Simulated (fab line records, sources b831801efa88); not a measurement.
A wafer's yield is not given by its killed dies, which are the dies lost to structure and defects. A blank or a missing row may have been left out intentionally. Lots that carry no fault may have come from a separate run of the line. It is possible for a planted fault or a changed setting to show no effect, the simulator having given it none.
Which tool was responsible? / flow sky130 / 10 lots, 30 wafers sampled, at 2 steps of a route of 708

== WHAT THE GAUGES READ, wafer by wafer ==
SKY_GATE_OXIDE_OVL_MEAS_10.
lot=L307; measured=day 13 09:42; on=overlay-01; GATE_OXIDE_OVL (nm)=-0.6 -2.0 -1.2
lot=L317; measured=day 17 20:17; on=overlay-02; GATE_OXIDE_OVL (nm)=-2.2 -0.3 -2.3
lot=L318; measured=day 18 00:28; on=overlay-01; GATE_OXIDE_OVL (nm)=0.5 -1.8 -0.5
lot=L321; measured=day 18 21:31; on=overlay-02; GATE_OXIDE_OVL (nm)=-0.9 -1.6 -0.5
lot=L325; measured=day 20 08:49; on=overlay-01; GATE_OXIDE_OVL (nm)=0.8 -0.4 -0.3
lot=L326; measured=day 20 12:49; on=overlay-02; GATE_OXIDE_OVL (nm)=-1.6 -0.6 -1.6
lot=L327; measured=day 20 18:52; on=overlay-02; GATE_OXIDE_OVL (nm)=-0.7 0.7 1.5
lot=L328; measured=day 21 02:44; on=overlay-02; GATE_OXIDE_OVL (nm)=-0.9 -0.9 -0.9
lot=L329; measured=day 21 15:20; on=overlay-02; GATE_OXIDE_OVL (nm)=-0.2 -0.7 -0.8
lot=L330; measured=day 21 20:42; on=overlay-02; GATE_OXIDE_OVL (nm)=-0.9 0.0 -0.9

== WHICH TOOL RAN EACH LOT (tool, then ch and the chambers of the sampled wafers, then the start) ==
lot=L307; SKY_VT_ADJUST_HVTR_STRIP_10=plasma asher-02 ch 0,1, day 9 06:37
lot=L317; SKY_VT_ADJUST_HVTR_STRIP_10=plasma asher-03 ch 0,1, day 12 20:40
lot=L318; SKY_VT_ADJUST_HVTR_STRIP_10=plasma asher-02 ch 0,1, day 13 02:29
lot=L321; SKY_VT_ADJUST_HVTR_STRIP_10=plasma asher-02 ch 0,1, day 13 20:58
lot=L325; SKY_VT_ADJUST_HVTR_STRIP_10=plasma asher-04 ch 0,1, day 15 03:47
lot=L326; SKY_VT_ADJUST_HVTR_STRIP_10=plasma asher-03 ch 0,1, day 15 06:17
lot=L327; SKY_VT_ADJUST_HVTR_STRIP_10=plasma asher-03 ch 0,1, day 15 12:08
lot=L328; SKY_VT_ADJUST_HVTR_STRIP_10=plasma asher-03 ch 0,1, day 15 19:28
lot=L329; SKY_VT_ADJUST_HVTR_STRIP_10=plasma asher-02 ch 0, day 16 06:53
lot=L330; SKY_VT_ADJUST_HVTR_STRIP_10=plasma asher-03 ch 0,1, day 16 11:41
- SKY_VT_ADJUST_HVTR_STRIP_10: strips in O2/N2.

== THE ANSWER, worked out from the rows above alone ==
Rule: the lots themselves supply what counts as usual. The widest of any qualifying gaps counts: lots, ordered by their means at a reading, are off when they make up no more than a third of the lots, leave a main group of 4 or more, and stand apart from it by 3 or more times the standard deviation of that group's means. Not used: any main group whose means are identical at the precision the tables above print for the reading. A lot without any number at a reading at which 4 lots or more have one is off too. Any other lot the step has rows for is counted as sound.
Across all readings shown, no lot is off: no conclusion can be drawn from this.

== WHAT THE SIMULATOR HAD INSERTED ==
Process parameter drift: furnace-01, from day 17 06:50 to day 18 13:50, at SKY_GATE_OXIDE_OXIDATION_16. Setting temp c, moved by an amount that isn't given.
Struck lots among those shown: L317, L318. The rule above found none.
